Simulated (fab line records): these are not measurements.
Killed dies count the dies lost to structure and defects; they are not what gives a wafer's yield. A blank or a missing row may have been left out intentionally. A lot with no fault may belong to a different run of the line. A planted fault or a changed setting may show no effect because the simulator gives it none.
Chamber matching | flow sky130 | SKY_PAD_OPEN_ETCH_07 on rie_diel-01: 4 sister chambers
The step etches the open film in CF4/O2, stops on AlCu, target depth 725 nm, time 161.1 s. 4 wafers are shown with their chamber, then 12 later ones without.

== WAFERS WITH THEIR CHAMBER ==
wafer  | chamber | drypump_motor_current_A (A)
L078.5 | 1       | 5.5
L083.4 | 3       | 5.5
L085.2 | 2       | 6.2
L085.5 | 0       | 4.9

== WAFERS WHOSE CHAMBER IS MISSING ==
wafer  | drypump_motor_current_A (A)
L088.2 | 5.5
L088.4 | 5.5
L088.6 | 5.5
L091.1 | 5.6
L091.3 | 6.2
L091.4 | 4.9
L092.1 | 5.5
L092.2 | 4.9
L092.6 | 6.1
L094.2 | 4.9
L094.4 | 5.5
L094.5 | 5.5

== EACH ONE'S CHAMBER ==
wafer  | from the rows above     | in truth
L088.2 | can't be placed: 1 or 3 | 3
L088.4 | can't be placed: 1 or 3 | 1
L088.6 | can't be placed: 1 or 3 | 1
L091.1 | can't be placed: 1 or 3 | 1
L091.3 | 2                       | 2
L091.4 | 0                       | 0
L092.1 | can't be placed: 1 or 3 | 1
L092.2 | 0                       | 0
L092.6 | 2                       | 2
L094.2 | 0                       | 0
L094.4 | can't be placed: 1 or 3 | 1
L094.5 | can't be placed: 1 or 3 | 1
Correct placement for 5 of the 12. Not placeable from these rows: 7 (in 7, the candidates include the true chamber). Placed wrongly: 0.
How it was worked out, from the rows above alone: a wafer's distance from a chamber is the root of the sum, over the readings, of the square of ((its reading less the chamber's mean) divided by the reading's scatter). The wafer belongs to the nearest chamber; if the next one is less than 2 further off, it can't be placed. Each chamber's mean is taken over the wafers shown for it. The scatter (one wafer shown for each chamber): square how far every hidden wafer sits from the nearest shown wafer, average those squares and take the square root.
